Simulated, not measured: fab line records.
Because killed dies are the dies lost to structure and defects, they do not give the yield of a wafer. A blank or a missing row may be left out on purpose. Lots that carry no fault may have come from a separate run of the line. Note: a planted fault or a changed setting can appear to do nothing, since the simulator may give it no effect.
The same fault as seen by 2 desks    flow gf180mcu    what lay behind the numbers comes last; until then each desk has only its own

FROM THE METROLOGY DESK
What the gauges read, lot by lot, whatever tool the lot ran on: means of the sampled wafers that have a number. Marked OUT: a lot whose mean sits more than 4 standard deviations from the usual mean, which makes it out of limits; the brackets give that distance.
Columns: A = SALICIDE_TIN_THK at GF_SALICIDE_THK_MEAS_05, usual 20.2 nm; B = CONTACT_CVD_02_THK at GF_CONTACT_THK_MEAS_03, usual 864 nm; C = CONTACT_W_RS at GF_CONTACT_RS_MEAS_25, usual 0.383 ohm/sq; D = CONTACT_W_THK at GF_CONTACT_THK_MEAS_26, usual 292 nm
lot   first seen here  A     B    C                D
L939  day 15 02:19     20.2  859  0.390            290
L940  day 15 12:15     20.0  856  0.383            290
L941  day 15 18:51     20.7  860  0.388            291
L943  day 16 13:14     20.4  864  0.381            293
L945  day 17 05:44     19.8  867  0.383            288
L946  day 17 15:58     20.1  866  0.385            292
L948  day 18 15:20     20.6  867  0.388            288
L952  day 19 23:40     20.0  865  0.383            292
L955  day 20 22:32     20.1  859  0.283 (-25) OUT  408 (+33) OUT
L956  day 21 06:58     20.0  860  0.329 (-14) OUT  359 (+19) OUT
L961  day 22 21:33     20.0  875  0.381            295
Per this desk, out of limits: L955, L956; the first was L955, day 21 23:46 (CONTACT_W_RS at GF_CONTACT_RS_MEAS_25). L939, L940, L941, L943, L945, L946, L948, L952, L961: within limits.

AT THE TOOL OWNER'S DESK: cvdW-02
The tool's own readings at GF_CONTACT_CVD_24 (deposits W, target thk 300 nm, time 90.339 s): means of the sampled wafers that have a number, for each lot that ran on this tool. Marked OUT: a lot whose mean sits more than 4 standard deviations from the usual mean, which makes it out of limits; the brackets give that distance.
Columns: A = heaterPowerW at GF_CONTACT_CVD_24, usual 872 W
lot   first seen here  A
L939  day 16 02:17     848
L940  day 16 11:52     851
L941  day 16 18:47     843
L945  day 18 06:35     815
L946  day 18 16:57     811
L955  day 21 23:40     817
L956  day 22 07:56     841
This desk found nothing out of limits on any of the 7 lots.

ALL TOGETHER
On L955, L956, the metrology desk was in a position to raise an alarm at day 21 23:46.
The tool owner's desk saw nothing out of limits.
Tool owner's desk: L955, L956 on record, inside its limits.
Of the lots named, all ran GF_CONTACT_CVD_24 on cvdW-02.

WHAT HAD BEEN PUT IN BY THE SIMULATOR
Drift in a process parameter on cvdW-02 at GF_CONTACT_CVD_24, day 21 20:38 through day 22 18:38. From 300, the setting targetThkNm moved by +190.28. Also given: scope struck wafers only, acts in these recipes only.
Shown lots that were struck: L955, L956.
Hours from the fault's start to each desk's first reading out of limits: the metrology desk, 3.
